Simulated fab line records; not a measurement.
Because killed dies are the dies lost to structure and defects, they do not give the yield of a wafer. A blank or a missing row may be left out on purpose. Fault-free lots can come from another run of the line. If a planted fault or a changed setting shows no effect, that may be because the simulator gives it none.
8D (eight disciplines) problem report, filled in by code	flow gf180mcu	the parts of the form that need people (team, actions taken, sign-off) are left out

1. WHAT IS WRONG
Wafers without a fault read 280.4 nm, standard deviation 1.3; cd-nm at GF_M4_CD_MEAS_14 reads a mean of 202.4 nm on 6 wafers belonging to 2 lots. Measured from the usual mean, that is -60 standard deviations.
The step: target cd 280 nm.
Seen first at day 29 12:43 on cd-sem-01, wafer L425.1. The record has a number at this step for 42 wafers belonging to 14 lots. Rule for "out", or "out of limits": more than 4 standard deviations from the usual mean. The other wafers with a number count as sound.

2. WHAT IT IS AND WHAT IT IS NOT
question	is	is not
which readings at this step	cd-nm	-
which lots	L425, L426	L406, L407, L408, L409, L410, L412, L413, L414, L417, L423, L427, L429
which wafers of those lots	all that have a number	-
read on which gauges	cd-sem-01, cd-sem-02	-
when	from day 29 12:43	up to then (30 sound wafers); but 6 sound wafers of L427, L429 came after

3. WHAT RULES OUT EACH SUSPECT
Counting: any tool at a process step up to the reading is kept as a suspect provided that every lot that is out went through it and no sound lot did after the first of them.
- the gauge at GF_M4_CD_MEAS_14 has been ruled out. The wafers that are out were read on 2 gauges (cd-sem-01, cd-sem-02).
- krf-scanner-02 at GF_M4_EXPOSE_11 (exposes mask Metal4, target cd 280 nm): kept. It ran every lot that is out, first L425 (day 29 04:16), and no sound lot after that; its last sound lot up to then is L414 (day 25 18:53).
The count leaves krf-scanner-02 at GF_M4_EXPOSE_11.

4. THE CAUSE (what the simulator had put in)
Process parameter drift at GF_M4_EXPOSE_11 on krf-scanner-02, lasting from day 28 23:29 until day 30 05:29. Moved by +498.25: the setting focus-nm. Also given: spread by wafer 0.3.
After counting, this tool was the only one left.

5. THE EFFECT CHAIN, in route order
One row per reading whose mean, taken over the struck wafers that have a number, lies over 3 standard deviations from the usual. Scope: only readings with a usual standard deviation given in the record; hours: median across lots of the time from each lot's start at the first step in this table that gives one to its start at this step; sigmas: change in usual standard deviations.
hours	step	reading	usual	on struck wafers	change	sigmas
0	GF_M4_CD_MEAS_14	cd-nm	280.4 nm	202.4	-78.0	-60

6. WHAT WOULD HAVE CAUGHT IT SOONER
In this record the first reading out of limits at a measuring or inspecting step was taken at day 29 12:43, 13 hours after the fault began at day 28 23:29.
By day 29 12:43, every lot that is out (2) had started GF_M4_EXPOSE_11 on krf-scanner-02. Had the tool been put on hold then, not one of them would have been saved.
